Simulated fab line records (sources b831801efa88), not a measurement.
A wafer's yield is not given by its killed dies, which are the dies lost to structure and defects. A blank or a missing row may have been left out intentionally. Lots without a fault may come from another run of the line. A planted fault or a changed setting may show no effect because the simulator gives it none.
The tool behind it: which one? + flow sky130 + 12 lots, 36 wafers sampled, at 2 steps of a route of 708

## WHAT EACH GAUGE READ, for each wafer
SKY_METAL2_THK_MEAS_06: measures by xrf. Usual: for METAL2_ALCU_THK the level is 248.8 nm and the standard deviation is 2.7.
| lot  | measured     | on            | METAL2_ALCU_THK (nm) | flag |
|------|--------------|---------------|----------------------|------|
| L433 | day 34 01:40 | film-metro-01 | 249.6 251.5 251.3    |      |
| L434 | day 34 18:08 | film-metro-04 | 246.6 247.8 246.1    |      |
| L436 | day 35 13:43 | film-metro-04 | 246.5 243.8 241.6    |      |
| L438 | day 36 01:40 | film-metro-03 | 252.3 251.5 252.0    |      |
| L439 | day 36 08:15 | film-metro-01 | 245.2 246.1 247.3    |      |
| L441 | day 36 20:10 | film-metro-04 | 250.9 251.3 250.7    |      |
| L443 | day 37 17:29 | film-metro-03 | 246.5 245.1 246.7    |      |
| L447 | day 38 20:17 | film-metro-04 | 246.0 247.6 247.5    |      |
| L449 | day 39 08:20 | film-metro-04 | 250.9 251.0 252.2    |      |
| L451 | day 40 01:26 | film-metro-04 | 246.9 245.9 246.2    |      |
| L453 | day 40 06:06 | film-metro-03 | 250.4 248.1 246.6    |      |
| L455 | day 41 04:59 | film-metro-03 | 246.5 242.8 244.5    |      |

## WHAT TOOL EACH LOT RAN ON (gives the tool, then ch and the chambers of the sampled wafers, and finally the start)
| lot  | SKY_METAL2_SPUTTER_03        |
|------|------------------------------|
| L433 | pvd-sputter-04, day 34 01:29 |
| L434 | pvd-sputter-04, day 34 17:57 |
| L436 | pvd-sputter-04, day 35 13:31 |
| L438 | pvd-sputter-02, day 36 01:28 |
| L439 | pvd-sputter-03, day 36 08:04 |
| L441 | pvd-sputter-03, day 36 19:57 |
| L443 | pvd-sputter-04, day 37 17:16 |
| L447 | pvd-sputter-04, day 38 20:05 |
| L449 | pvd-sputter-02, day 39 08:09 |
| L451 | pvd-sputter-03, day 40 01:14 |
| L453 | pvd-sputter-02, day 40 05:54 |
| L455 | pvd-sputter-04, day 41 04:48 |
- SKY_METAL2_SPUTTER_03: material Ti, target thk 5 nm, time 3.3 s.

## AS READ BY THE TOOLS THEMSELVES (means over the sampled wafers that have a number; for cases with no such wafer, the mark the record gives instead)
SKY_METAL2_SPUTTER_03. Usual: 30.1 % for throttle-valve-pct, sd 0.51.
| lot  | tool           | throttle-valve-pct (%) | flag |
|------|----------------|------------------------|------|
| L433 | pvd-sputter-04 | 29.8                   |      |
| L434 | pvd-sputter-04 | 30.5                   |      |
| L436 | pvd-sputter-04 | 29.8                   |      |
| L438 | pvd-sputter-02 | 30.8                   |      |
| L439 | pvd-sputter-03 | 30.0                   |      |
| L441 | pvd-sputter-03 | 29.8                   |      |
| L443 | pvd-sputter-04 | 30.3                   |      |
| L447 | pvd-sputter-04 | 29.9                   |      |
| L449 | pvd-sputter-02 | 30.3                   |      |
| L451 | pvd-sputter-03 | 29.6                   |      |
| L453 | pvd-sputter-02 | 30.5                   |      |
| L455 | pvd-sputter-04 | 30.0                   |      |

## THE ANSWER, worked out from the rows above alone
Rule: lot off if the mean of its wafers having a number is beyond 3 standard deviations from the usual mean. Also off: a lot with no number at a reading for which 4 or more lots have one. Where the step has rows for the other lots, those lots are counted as sound. After the gauges, taken in route order, come the tools' own readings; for these a lot's mean is taken, as printed above. The first step at which some lot is off is used, and at that step the reading that is off furthest; a lot without a number counts as furthest.
Nothing can be told from this: no lot is off at any reading shown.

## WHAT THE SIMULATOR HAD PUT IN
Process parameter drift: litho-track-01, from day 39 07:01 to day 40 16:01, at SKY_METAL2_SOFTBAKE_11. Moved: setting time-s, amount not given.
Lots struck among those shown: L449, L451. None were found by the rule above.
